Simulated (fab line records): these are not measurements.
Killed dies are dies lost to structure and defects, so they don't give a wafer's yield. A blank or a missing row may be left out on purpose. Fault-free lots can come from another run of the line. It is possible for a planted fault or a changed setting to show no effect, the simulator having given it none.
Chamber matching ; flow gf180mcu ; cmp-02 running GF_V3_CMP_26: 4 sister chambers
The step polishes, stops on SiO2, t overpolish 15 s, target thk 0 nm. 18 wafers are shown with their chamber, then 9 later ones without.

== WAFERS PAIRED WITH THEIR CHAMBERS ==
wafer;chamber;motor_current_A (A);time_to_endpoint_s (s);platen_rpm (rpm)
L341.1;3;9.9;85;59.98
L341.5;2;9.5;88;59.95
L341.6;3;10.5;82;60.04
L342.2;2;9.2;88;59.97
L342.5;0;11.0;83;59.98
L342.6;1;12.1;88;59.93
L343.3;3;9.7;82;60.04
L343.4;2;9.6;87;60.00
L343.6;2;9.5;88;60.00
L348.2;3;10.4;86;60.00
L348.3;2;9.3;87;59.93
L348.4;1;11.7;90;59.93
L349.3;1;11.1;83;59.99
L349.5;1;11.8;84;59.97
L349.6;0;11.1;83;60.01
L354.2;1;11.4;84;59.93
L354.4;3;9.8;82;59.92
L354.6;3;10.0;81;59.95

SIGNATURES, as means of the wafers listed above
reading;chamber 0;chamber 1;chamber 2;chamber 3;scatter within a chamber
motor_current_A;11.050;11.620;9.420;10.050;0.297
time_to_endpoint_s;83.00;85.80;87.60;83.00;2.04
platen_rpm;59.9950;59.9500;59.9700;59.9883;0.037
Rule: for each reading, subtract the chamber's mean from the wafer's reading, divide by that reading's scatter and square the result; add these up over the readings and take the root, which gives the wafer's distance from the chamber. If the next closest chamber is less than 2 further off than the closest, the wafer can't be placed; otherwise it belongs to the closest. How the scatter is found: for the shown wafers, subtract from each reading the mean of its chamber, square and add these, divide the total by (wafers less chambers), then take the root.

== WAFERS MISSING THEIR CHAMBER ==
wafer;motor_current_A (A);time_to_endpoint_s (s);platen_rpm (rpm)
L359.2;9.6;93;60.01
L359.3;12.1;90;60.01
L359.6;10.7;90;60.05
L361.2;9.7;85;59.92
L361.3;10.3;83;60.03
L361.6;9.3;85;59.91
L362.1;10.8;87;59.98
L362.2;11.7;88;59.92
L362.3;10.1;86;60.00

== WHICH CHAMBER EACH ONE RAN IN ==
wafer;from the rows above;in truth
L359.2;2;2
L359.3;can't be placed: 1 or 0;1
L359.6;can't be placed: 0 or 3 or 1 or 2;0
L361.2;can't be placed: 2 or 3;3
L361.3;can't be placed: 3 or 0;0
L361.6;can't be placed: 2 or 3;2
L362.1;can't be placed: 0 or 1 or 3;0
L362.2;1;1
L362.3;can't be placed: 3 or 2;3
Correctly placed: 2 of 9. These rows do not allow placing 7 (true chamber among the candidates in 7). Number placed wrongly: 0.
